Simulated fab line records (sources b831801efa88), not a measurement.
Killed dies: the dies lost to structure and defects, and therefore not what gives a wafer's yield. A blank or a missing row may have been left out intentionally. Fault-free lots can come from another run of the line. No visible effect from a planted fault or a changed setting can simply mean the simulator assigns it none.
A lot that was struck, set against a sound lot / flow sfq-line / 17 out of 325 route steps
Sound: the wafers L112.4, L112.5, L112.6. The struck wafers were L119.1, L119.3, L119.4. The cause is given at the end.
For every step that has rows: the tool of each side, followed by ch and its chambers, followed by its first start. Under that, the readings that differ: sound wafers / struck wafers / difference of the means / sigmas: that difference in standard deviations of wafers without a fault.
alike: words and numbers the same on both sides, and readings whose means are apart by under 2 such deviations; not compared: readings that were withheld, readings missing a value for some wafer, numbers with overlapping values and no deviation given by the record, and bounds like >300 which may hide the same value.
A row with sigmas, a row that says differs or no value, or rows on one side alone: a step with any of these is where the two part. Non-overlapping numbers with no deviation appear without sigmas and do not part them. A reading missing from all wafers of one side parts the sides only when that side holds two or more wafers.

SFQ_TRILAYER_I7_VIA_STRIP_STRIP_191: strips in O2.
  sound on rie-metal-04 ch 0, day 70 23:20; struck on rie-metal-04 ch 0,1, day 72 21:38
  alike: drypump-motor-current-A, oes-product-au
  not compared: rf-hours-counter-h
then, 8 steps without rows for these wafers: SFQ_TRILAYER_I7_VIA_STRIP_SOLV_CLEAN_192 (cleans in NMP, time 600 s); SFQ_TRILAYER_M8_LITHO_LOR_COAT_197; SFQ_TRILAYER_M8_LITHO_LOR_BAKE_198; SFQ_TRILAYER_M8_LITHO_COAT_193 (resist thk 600 nm); SFQ_TRILAYER_M8_LITHO_SOFTBAKE_199; SFQ_TRILAYER_M8_LITHO_EXPOSE_194 (exposes mask M8, target cd 2000 nm); SFQ_TRILAYER_M8_LITHO_PEB_196 (peb time 60 s); SFQ_TRILAYER_M8_LITHO_DEVELOP_195 (img clear 15 s, time 55 s).
SFQ_M8_OVL_MEAS_948:
  sound on overlay-02, day 71 13:03; struck on overlay-02, day 73 03:32
  alike: M8_OVL
then, 2 steps without rows for these wafers: SFQ_TRILAYER_M8_DEP_EVAP_197 (material Ti, target thk 20 nm, time 100 s); SFQ_TRILAYER_M8_DEP_EVAP_198 (material Pt, target thk 50 nm, time 250 s).
SFQ_TRILAYER_M8_DEP_EVAP_196: material Au, target thk 180 nm, time 900 s.
  sound on pvd-sputter-02, day 71 13:17; struck on pvd-sputter-01, day 73 03:47
reading=model.Au_of_TRILAYER_M8_DEP_EVAP_196.thk-nm (nm); sound=178.9 181.7 181.2; struck=223.2 225 220.7; difference=+42.4; sigmas=
SFQ_M8_RS_MEAS_949: measurement is done with a four-point probe.
  sound on film-metro-02, day 71 13:52; struck on film-metro-01, day 73 04:19
reading=M8_AU_RS (ohm/sq); sound=0.1546 0.1520 0.1527; struck=0.1232 0.1228 0.1249; difference=-0.0295; sigmas=-15
SFQ_M8_THK_MEAS_950: measures by xrf.
  sound on film-metro-02, day 71 13:58; struck on film-metro-01, day 73 04:26
reading=M8_AU_THK (nm); sound=175.2 178.1 178.2; struck=218.4 219.7 215.2; difference=+40.6; sigmas=+18
then, 1 step without rows for these wafers: SFQ_TRILAYER_M8_LIFTOFF_LIFTOFF_197 (chemistry NMP, time 600 s).
SFQ_M8_BOW_MEAS_951:
  sound on film-metro-01, day 71 14:13; struck on film-metro-01, day 73 04:41
reading=model.etest.i7.link-ohm; sound=1.065 1.06 1.056; struck=1.027 1.008 1.012; difference=-0.045; sigmas=
reading=model.etest.m8.ohm-sq; sound=0.1548 0.1524 0.1528; struck=0.1241 0.1231 0.1255; difference=-0.0291; sigmas=
  alike: M8_BOW

## WHERE THEY PART
First at SFQ_M8_RS_MEAS_949; last, within this record, at SFQ_M8_THK_MEAS_950. Later steps at which nothing parts them and some readings are alike: SFQ_M8_BOW_MEAS_951.

WHY: what had been put in by the simulator
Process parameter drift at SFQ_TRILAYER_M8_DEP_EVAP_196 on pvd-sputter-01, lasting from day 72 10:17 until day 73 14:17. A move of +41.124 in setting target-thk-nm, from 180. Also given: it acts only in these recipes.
